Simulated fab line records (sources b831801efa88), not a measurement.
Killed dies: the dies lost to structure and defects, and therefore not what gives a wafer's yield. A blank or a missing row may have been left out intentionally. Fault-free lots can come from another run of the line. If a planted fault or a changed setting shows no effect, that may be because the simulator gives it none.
Which of the tools did it?	flow gf180mcu	7 lots, 21 wafers sampled, at 2 steps of a route of 602

WHAT THE GAUGES READ, wafer by wafer
GF_M3_OVL_MEAS_15.
lot	measured	on	M3_OVL (nm)
L539	day 22 01:47	overlay-02	-9 -9 -14
L541	day 22 19:56	overlay-01	3 3 6
L546	day 24 11:39	overlay-02	-5 -9 -4
L548	day 25 07:24	overlay-02	-8 -9 0
L550	day 25 20:23	overlay-02	-4 0 -7
L552	day 26 11:11	overlay-02	-7 5 -1
L555	day 27 05:23	overlay-01	4 4 5

EACH LOT AND THE TOOL THAT RAN IT (in order: tool; ch and the chambers of the sampled wafers; start)
lot	GF_DNWELL_IMPLANT_07
L539	implanter-04 ch 0, day 3 02:57
L541	implanter-04 ch 0, day 3 15:55
L546	implanter-02 ch 0, day 4 15:36
L548	implanter-02 ch 0, day 5 02:25
L550	implanter-04 ch 0, day 5 13:24
L552	implanter-04 ch 0, day 6 01:06
L555	implanter-02 ch 0, day 6 12:26
- GF_DNWELL_IMPLANT_07

THE ANSWER, worked out from the rows above alone
Rule: the lots themselves supply what counts as usual. Put in order of their means at a reading, lots are off if they are a third of the lots or fewer, leave a main group of 4 or more, and stand apart from it by a gap of 3 or more times the standard deviation of the main group's means; of several such gaps the widest counts. The tables above print the reading to a certain number of digits; a main group whose means all agree to those digits is not used. Also off: a lot with no number at a reading for which 4 or more lots have one. All remaining lots with rows at the step are treated as sound.
Across all readings shown, no lot is off: no conclusion can be drawn from this.

WHAT THE SIMULATOR PUT IN
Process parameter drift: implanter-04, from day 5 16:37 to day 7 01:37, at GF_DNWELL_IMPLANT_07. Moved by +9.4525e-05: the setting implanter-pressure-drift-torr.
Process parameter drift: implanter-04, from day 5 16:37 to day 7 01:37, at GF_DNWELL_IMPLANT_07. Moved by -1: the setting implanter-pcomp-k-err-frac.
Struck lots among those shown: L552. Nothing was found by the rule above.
